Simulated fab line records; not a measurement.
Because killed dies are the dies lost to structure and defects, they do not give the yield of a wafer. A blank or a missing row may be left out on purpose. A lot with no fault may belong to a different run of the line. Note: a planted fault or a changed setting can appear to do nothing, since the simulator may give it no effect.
fab line records | flow sky130
[record] lots = 10 | wafers = 30 | last-day = 50
route steps=708 shown VIA3@589 VIA4@659 METAL5@663
lots untouched by any fault: they come from a run of this same line in which no faults occurred
start-h: hours from the record's opening day to when the first of the lot's shown wafers began | wait-h: hours elapsed since this lot's preceding step | " unchanged from the row above | L1.1+2: a row that stands for several wafers | - either no value or no given start | * or withheld: withheld | < > ~ a bound
route shown NAME@n: a module of which the file shows steps, and the number in the route of the first | usual: mean/standard deviation of fault-free wafers | same: alike in all rows | chamber/n: place in a boat | sites: the reading at each site | _std_site: their standard deviation | _edge_site: outer sites' mean less inner sites' | radius-mm: how far each site lies from the wafer's centre | mask NAME#n: copy n | behind: the last tool/chamber to shape the wafer | hold: the reason the lot was held/the length of the hold in hours/how it ended | device: transistor that didn't switch, given as n, p or np | end of line: the route-end tests of the same wafers | where a step has no rows: the recipe by itself | killed: not the wafer's yield, but the dies lost to structure and defects at the first sort | map: a wafer's dies, x killed, . not, _ none there
set.NAME: the run value of the setting; set.NAME@STEP: its run value at that earlier step | model.NAME: the simulator's own value behind a step, which no gauge read
a sample of lots followed through the steps of the route, with each step as a table and each wafer as a row
services: when a tool's chamber went out of use (start-h, in hours from the record's first day, below 0 if earlier), for how many hours, and the reason
[[steps]]
[step SKY_VIA3_STRIP_16]
[recipe] chemistry = O2/N2 | power-w = 1400 | pressure-mtorr = 1500 | platen-temp-c = withheld | o2-flow-sccm = 3000 | n2-flow-sccm = 300 | overash-fraction = 0.5
[usual] drypump-motor-current-A = 5.7/0.49 | oes-product-au = 0.401/0.0045 | strip-time-to-endpoint-s = 4.115/0.03
lot.wafer | tool            | chamber | start-h | wait-h | drypump-motor-current-A | oes-product-au | rf-hours-counter-h | strip-time-to-endpoint-s
L873.2    | plasma-asher-02 | 1       | 920.22  | 0.0    | 4.8                     | 0.401          | 107                | 4.124
L873.4    | "               | 0       | "       | "      | 6.1                     | 0.407          | -                  | 4.157
L873.5    | "               | 0       | "       | "      | 6.1                     | 0.412          | -                  | 4.140
L876.1    | plasma-asher-03 | 0       | 985.57  | 0.0    | 5.8                     | 0.407          | 57                 | 4.133
L876.4    | "               | 1       | "       | "      | 6.2                     | 0.400          | -                  | 4.098
L876.6    | "               | 0       | "       | "      | 5.8                     | 0.403          | -                  | 4.127
L877.1    | plasma-asher-02 | 1       | 989.10  | 0.0    | 4.8                     | 0.397          | 115                | 4.177
L877.3    | "               | 1       | "       | "      | 4.8                     | 0.401          | -                  | 4.200
L877.6    | "               | 1       | "       | "      | 4.8                     | 0.405          | -                  | 4.178
L880.2    | plasma-asher-02 | 1       | 998.05  | 0.0    | 4.8                     | 0.396          | 115                | 4.096
L880.5    | "               | 1       | "       | "      | 4.8                     | 0.400          | -                  | 4.062
L880.6    | "               | 0       | "       | "      | 6.1                     | 0.402          | -                  | 4.087
L879.2    | plasma-asher-03 | 1       | 1001.70 | 0.0    | 6.2                     | 0.408          | 58                 | 4.120
L879.3    | "               | 1       | "       | "      | 6.2                     | 0.404          | -                  | 4.092
L879.5    | "               | 1       | "       | "      | 6.2                     | 0.395          | -                  | 4.070
L882.1    | plasma-asher-04 | 1       | 1003.20 | 0.0    | 5.8                     | 0.406          | 88                 | 4.109
L882.3    | "               | 1       | "       | "      | 5.7                     | 0.402          | -                  | 4.132
L882.4    | "               | 0       | "       | "      | 5.9                     | 0.397          | -                  | 4.096
L883.4    | plasma-asher-02 | 0       | 1004.24 | 0.0    | 6.1                     | 0.397          | -                  | 4.117
L883.5    | "               | 1       | "       | "      | 4.8                     | 0.402          | -                  | 4.147
L883.6    | "               | 0       | "       | "      | 6.1                     | 0.407          | -                  | 4.156
L888.1    | plasma-asher-04 | 0       | 1047.20 | 0.0    | 5.8                     | 0.404          | 92                 | 4.138
L888.2    | "               | 1       | "       | "      | 5.7                     | 0.391          | 92                 | 4.121
L888.3    | "               | 0       | "       | "      | 5.8                     | 0.401          | -                  | 4.111
L886.2    | plasma-asher-02 | 1       | 1047.55 | 0.0    | 4.8                     | 0.405          | 120                | 4.154
L886.3    | "               | 1       | "       | "      | 4.7                     | 0.399          | -                  | 4.150
L886.6    | "               | 0       | "       | "      | 6.1                     | 0.408          | -                  | 4.150
L895.1    | plasma-asher-02 | 0       | 1081.75 | 0.0    | 6.1                     | 0.400          | 2                  | 4.089
L895.3    | "               | 0       | "       | "      | 6.1                     | 0.407          | -                  | 4.111
L895.6    | "               | 0       | "       | "      | 6.1                     | 0.402          | -                  | 4.111
[step SKY_VIA3_RS_MEAS_22]
[recipe] thk-meas-gauge = four-point-probe | reads = W_of_VIA3_CVD_21+TiN_of_VIA3_SPUTTER_20
[usual] VIA3_W_RS = 0.294/0.0034
lot.wafer | tool          | chamber | start-h | wait-h | VIA3_W_RS[ohm/sq]
L873.2    | film-metro-02 | -       | 921.11  | 0.1    | 0.294
L873.4    | "             | -       | "       | "      | 0.296
L873.5    | "             | -       | "       | "      | 0.295
L876.1    | film-metro-01 | -       | 986.34  | 0.1    | 0.290
L876.4    | "             | -       | "       | "      | 0.291
L876.6    | "             | -       | "       | "      | 0.291
L877.1    | film-metro-01 | -       | 990.14  | 0.1    | 0.290
L877.3    | "             | -       | "       | "      | 0.298
L877.6    | "             | -       | "       | "      | 0.296
L880.2    | film-metro-01 | -       | 999.34  | 0.1    | 0.295
L880.5    | "             | -       | "       | "      | 0.292
L880.6    | "             | -       | "       | "      | 0.293
L879.2    | film-metro-02 | -       | 1002.55 | 0.1    | 0.289
L879.3    | "             | -       | "       | "      | 0.291
L879.5    | "             | -       | "       | "      | 0.287
L882.1    | film-metro-02 | -       | 1004.03 | 0.1    | 0.293
L882.3    | "             | -       | "       | "      | 0.290
L882.4    | "             | -       | "       | "      | 0.291
L883.4    | film-metro-02 | -       | 1005.04 | 0.1    | 0.300
L883.5    | "             | -       | "       | "      | 0.299
L883.6    | "             | -       | "       | "      | 0.298
L888.1    | film-metro-03 | -       | 1048.23 | 0.1    | 0.288
L888.2    | "             | -       | "       | "      | 0.289
L888.3    | "             | -       | "       | "      | 0.291
L886.2    | film-metro-02 | -       | 1048.67 | 0.1    | 0.296
L886.3    | "             | -       | "       | "      | 0.290
L886.6    | "             | -       | "       | "      | 0.292
L895.1    | film-metro-03 | -       | 1082.53 | 0.1    | 0.293
L895.3    | "             | -       | "       | "      | 0.297
L895.6    | "             | -       | "       | "      | 0.296
[step SKY_VIA4_THK_MEAS_20]
[recipe] thk-meas-gauge = xrf | reads = W_of_VIA4_CVD_18
[usual] VIA4_W_THK = 501/5
lot.wafer | tool          | chamber | start-h | wait-h | VIA4_W_THK[nm]
L873.2    | film-metro-03 | -       | 996.03  | 0.1    | 498
L873.4    | "             | -       | "       | "      | 495
L873.5    | "             | -       | "       | "      | 500
L876.1    | film-metro-04 | -       | 1057.62 | 0.1    | 498
L876.4    | "             | -       | "       | "      | 498
L876.6    | "             | -       | "       | "      | 506
L877.1    | film-metro-04 | -       | 1059.77 | 0.1    | 502
L877.3    | "             | -       | "       | "      | 505
L877.6    | "             | -       | "       | "      | 512
L880.2    | film-metro-04 | -       | 1072.88 | 0.1    | 502
L880.5    | "             | -       | "       | "      | 508
L880.6    | "             | -       | "       | "      | 503
L879.2    | film-metro-03 | -       | 1076.14 | 0.1    | 505
L879.3    | "             | -       | "       | "      | 497
L879.5    | "             | -       | "       | "      | 500
L882.1    | film-metro-02 | -       | 1077.31 | 0.1    | 492
L882.3    | "             | -       | "       | "      | 500
L882.4    | "             | -       | "       | "      | 494
L883.4    | film-metro-04 | -       | 1077.37 | 0.1    | 506
L883.5    | "             | -       | "       | "      | 501
L883.6    | "             | -       | "       | "      | 512
L888.1    | film-metro-02 | -       | 1115.04 | 0.1    | 501
L888.2    | "             | -       | "       | "      | 504
L888.3    | "             | -       | "       | "      | 494
L886.2    | film-metro-04 | -       | 1116.98 | 0.1    | 501
L886.3    | "             | -       | "       | "      | 502
L886.6    | "             | -       | "       | "      | 489
L895.1    | film-metro-02 | -       | 1147.53 | 0.1    | 504
L895.3    | "             | -       | "       | "      | 500
L895.6    | "             | -       | "       | "      | 502
[step SKY_METAL5_SPUTTER_02]
[recipe] material = AlCu | target-thk-nm = 1150 | power-w = 10600 | time-s = 61.2 | chamber-pressure-pa = 0.4
[usual] cathode-dc-power-W = 10600/2 | throttle-valve-pct = 29.7/0.79
lot.wafer | tool           | chamber | start-h | wait-h | cathode-dc-power-W | throttle-valve-pct
L873.2    | pvd-sputter-03 | -       | 996.43  | 0.0    | 10601              | 29.8
L873.4    | "              | -       | "       | "      | 10600              | 30.8
L873.5    | "              | -       | "       | "      | 10594              | 29.7
L876.1    | pvd-sputter-02 | -       | 1058.03 | 0.0    | 10601              | 28.8
L876.4    | "              | -       | "       | "      | 10601              | 30.0
L876.6    | "              | -       | "       | "      | 10597              | 30.1
L877.1    | pvd-sputter-03 | -       | 1060.18 | 0.0    | 10598              | 30.4
L877.3    | "              | -       | "       | "      | 10602              | 30.0
L877.6    | "              | -       | "       | "      | 10599              | 30.0
L880.2    | pvd-sputter-02 | -       | 1073.28 | 0.0    | 10600              | 29.5
L880.5    | "              | -       | "       | "      | 10599              | 28.9
L880.6    | "              | -       | "       | "      | 10603              | 29.9
L879.2    | pvd-sputter-03 | -       | 1076.54 | 0.0    | 10601              | 29.4
L879.3    | "              | -       | "       | "      | 10601              | 30.6
L879.5    | "              | -       | "       | "      | 10600              | 30.1
L882.1    | pvd-sputter-03 | -       | 1077.88 | 0.0    | 10599              | 29.4
L882.3    | "              | -       | "       | "      | 10600              | 29.7
L882.4    | "              | -       | "       | "      | 10604              | 30.3
L883.4    | pvd-sputter-02 | -       | 1078.10 | 0.0    | 10601              | 29.6
L883.5    | "              | -       | "       | "      | 10601              | 30.9
L883.6    | "              | -       | "       | "      | 10598              | 28.8
L888.1    | pvd-sputter-02 | -       | 1115.69 | 0.0    | 10038              | 28.9
L888.2    | "              | -       | "       | "      | 10034              | 29.8
L888.3    | "              | -       | "       | "      | 10039              | 29.7
L886.2    | pvd-sputter-02 | -       | 1117.37 | 0.0    | 10043              | 29.6
L886.3    | "              | -       | "       | "      | 10040              | 28.7
L886.6    | "              | -       | "       | "      | 10036              | 29.0
L895.1    | pvd-sputter-01 | -       | 1147.94 | 0.0    | 10600              | 30.3
L895.3    | "              | -       | "       | "      | 10601              | 29.3
L895.6    | "              | -       | "       | "      | 10600              | 31.1
[step SKY_METAL5_RS_MEAS_05]
[recipe] thk-meas-gauge = four-point-probe | reads = TiN_of_METAL5_SPUTTER_04+Ti_of_METAL5_SPUTTER_03+AlCu_of_METAL5_SPUTTER_02+TiN_of_METAL5_SPUTTER_01+Ti_of_METAL5_SPUTTER_00
[usual] METAL5_ALCU_RS = 0.0270/0.00033
lot.wafer | tool          | chamber | start-h | wait-h | hold                     | METAL5_ALCU_RS[ohm/sq]
L873.2    | film-metro-03 | -       | 996.57  | 0.0    | -                        | 0.0271
L873.4    | "             | -       | "       | "      | -                        | 0.0271
L873.5    | "             | -       | "       | "      | -                        | 0.0271
L876.1    | film-metro-04 | -       | 1058.15 | 0.0    | -                        | 0.0270
L876.4    | "             | -       | "       | "      | -                        | 0.0269
L876.6    | "             | -       | "       | "      | -                        | 0.0267
L877.1    | film-metro-04 | -       | 1060.30 | 0.0    | -                        | 0.0274
L877.3    | "             | -       | "       | "      | -                        | 0.0276
L877.6    | "             | -       | "       | "      | -                        | 0.0276
L880.2    | film-metro-03 | -       | 1073.42 | 0.0    | -                        | 0.0273
L880.5    | "             | -       | "       | "      | -                        | 0.0270
L880.6    | "             | -       | "       | "      | -                        | 0.0274
L879.2    | film-metro-04 | -       | 1076.68 | 0.0    | -                        | 0.0264
L879.3    | "             | -       | "       | "      | -                        | 0.0274
L879.5    | "             | -       | "       | "      | -                        | 0.0273
L882.1    | film-metro-01 | -       | 1078.00 | 0.0    | -                        | 0.0263
L882.3    | "             | -       | "       | "      | -                        | 0.0268
L882.4    | "             | -       | "       | "      | -                        | 0.0268
L883.4    | film-metro-01 | -       | 1078.28 | 0.1    | -                        | 0.0276
L883.5    | "             | -       | "       | "      | -                        | 0.0271
L883.6    | "             | -       | "       | "      | -                        | 0.0272
L888.1    | film-metro-03 | -       | 1115.81 | 0.0    | await-dispo/0.2h/release | 0.0283
L888.2    | "             | -       | "       | "      | await-dispo/0.2h/release | 0.0280
L888.3    | "             | -       | "       | "      | await-dispo/0.2h/release | 0.0283
L888.1    | film-metro-03 | -       | 1116.09 | 0.3    | -                        | 0.0283
L888.2    | "             | -       | "       | "      | -                        | 0.0280
L888.3    | "             | -       | "       | "      | -                        | 0.0284
L886.2    | film-metro-01 | -       | 1117.51 | 0.0    | await-dispo/0.2h/release | 0.0281
L886.3    | "             | -       | "       | "      | await-dispo/0.2h/release | 0.0285
L886.6    | "             | -       | "       | "      | await-dispo/0.2h/release | 0.0284
L886.2    | film-metro-01 | -       | 1117.80 | 0.3    | -                        | 0.0281
L886.3    | "             | -       | "       | "      | -                        | 0.0286
L886.6    | "             | -       | "       | "      | -                        | 0.0284
L895.1    | film-metro-01 | -       | 1148.06 | 0.0    | -                        | 0.0268
L895.3    | "             | -       | "       | "      | -                        | 0.0268
L895.6    | "             | -       | "       | "      | -                        | 0.0268
[step SKY_METAL5_THK_MEAS_06]
[recipe] thk-meas-gauge = xrf | reads = AlCu_of_METAL5_SPUTTER_02
[usual] METAL5_ALCU_THK = 1147/15
lot.wafer | tool          | chamber | start-h | wait-h | hold                     | METAL5_ALCU_THK[nm]
L873.2    | film-metro-03 | -       | 996.68  | 0.1    | -                        | 1143
L873.4    | "             | -       | "       | "      | -                        | 1143
L873.5    | "             | -       | "       | "      | -                        | 1143
L876.1    | film-metro-04 | -       | 1058.27 | 0.1    | -                        | 1142
L876.4    | "             | -       | "       | "      | -                        | 1143
L876.6    | "             | -       | "       | "      | -                        | 1152
L877.1    | film-metro-04 | -       | 1060.42 | 0.1    | -                        | 1126
L877.3    | "             | -       | "       | "      | -                        | 1116
L877.6    | "             | -       | "       | "      | -                        | 1119
L880.2    | film-metro-03 | -       | 1073.53 | 0.1    | -                        | 1138
L880.5    | "             | -       | "       | "      | -                        | 1153
L880.6    | "             | -       | "       | "      | -                        | 1135
L879.2    | film-metro-04 | -       | 1076.79 | 0.1    | -                        | 1166
L879.3    | "             | -       | "       | "      | -                        | 1133
L879.5    | "             | -       | "       | "      | -                        | 1134
L882.1    | film-metro-01 | -       | 1078.12 | 0.1    | -                        | 1179
L882.3    | "             | -       | "       | "      | -                        | 1168
L882.4    | "             | -       | "       | "      | -                        | 1161
L883.4    | film-metro-01 | -       | 1078.37 | 0.1    | -                        | 1124
L883.5    | "             | -       | "       | "      | -                        | 1139
L883.6    | "             | -       | "       | "      | -                        | 1146
L888.1    | film-metro-03 | -       | 1117.89 | 1.8    | await-dispo/0.2h/release | 1085
L888.2    | "             | -       | "       | "      | await-dispo/0.2h/release | 1107
L888.3    | "             | -       | "       | "      | await-dispo/0.2h/release | 1092
L888.1    | film-metro-03 | -       | 1118.11 | 0.2    | -                        | 1087
L888.2    | "             | -       | "       | "      | -                        | 1106
L888.3    | "             | -       | "       | "      | -                        | 1088
L886.2    | film-metro-01 | -       | 1119.59 | 1.8    | await-dispo/0.2h/release | 1104
L886.3    | "             | -       | "       | "      | await-dispo/0.2h/release | 1082
L886.6    | "             | -       | "       | "      | await-dispo/0.2h/release | 1085
L886.2    | film-metro-01 | -       | 1119.91 | 0.3    | -                        | 1101
L886.3    | "             | -       | "       | "      | -                        | 1085
L886.6    | "             | -       | "       | "      | -                        | 1093
L895.1    | film-metro-01 | -       | 1148.18 | 0.1    | -                        | 1159
L895.3    | "             | -       | "       | "      | -                        | 1149
L895.6    | "             | -       | "       | "      | -                        | 1151
[[services]]
tool            | chamber | start-h | hours | kind
plasma-asher-03 | -       | 936.46  | 2.5   | repair
pvd-sputter-03  | -       | 943.85  | 3.7   | repair
pvd-sputter-02  | 1       | 950.86  | -     | consumable-replace:kit
pvd-sputter-02  | 1       | 950.86  | 18.0  | scheduled-down
pvd-sputter-02  | 1       | 950.86  | 18.0  | vent-cycle
pvd-sputter-03  | 0       | 958.13  | -     | consumable-replace:kit
pvd-sputter-03  | 0       | 958.13  | 18.0  | scheduled-down
pvd-sputter-03  | 0       | 958.13  | 18.0  | vent-cycle
pvd-sputter-02  | -       | 962.07  | 5.5   | repair
pvd-sputter-01  | -       | 978.72  | 24.4  | repair
pvd-sputter-01  | 3       | 1004.16 | -     | consumable-replace:kit
pvd-sputter-01  | 3       | 1004.16 | 18.0  | scheduled-down
pvd-sputter-01  | 3       | 1004.16 | 18.0  | vent-cycle
plasma-asher-02 | -       | 1055.25 | 9.0   | pm
plasma-asher-02 | 0       | 1055.25 | 9.0   | vent-cycle
plasma-asher-02 | 1       | 1055.25 | 9.0   | vent-cycle
plasma-asher-02 | 0       | 1064.25 | -     | clean
plasma-asher-02 | 1       | 1064.25 | -     | clean
plasma-asher-03 | -       | 1067.99 | 3.6   | repair
pvd-sputter-01  | 2       | 1083.16 | -     | consumable-replace:kit
pvd-sputter-02  | 0       | 1094.10 | -     | consumable-replace:kit
pvd-sputter-02  | 0       | 1094.10 | 18.0  | scheduled-down
pvd-sputter-02  | 0       | 1094.10 | 18.0  | vent-cycle
plasma-asher-04 | -       | 1142.10 | 2.8   | pm
[[key]]
[first-sign] step = SKY_METAL5_SPUTTER_02 | reading = cathode-dc-power-W | direction = down | sigmas = 99+ | usual = 10600 | struck = 10038
[effect] step = SKY_METAL5_RS_MEAS_05 | reading = visit | direction = added
[effect] step = SKY_METAL5_THK_MEAS_06 | reading = visit | direction = added
met-at SKY_METAL5_SPUTTER_02
struck-lots L886,L888
not-acting-at SKY_VIA3_STRIP_16,SKY_VIA3_RS_MEAS_22,SKY_VIA4_THK_MEAS_20
onset-between 1078.10 1115.69
[fault] kind = process-parameter-drift | tool = pvd-sputter-02 | chamber = - | onset-h = 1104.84 | steps = SKY_METAL5_SPUTTER_02 | channel = power-w | offset = * | shape = step | end-h = 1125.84 | acts-in = * | stated = *
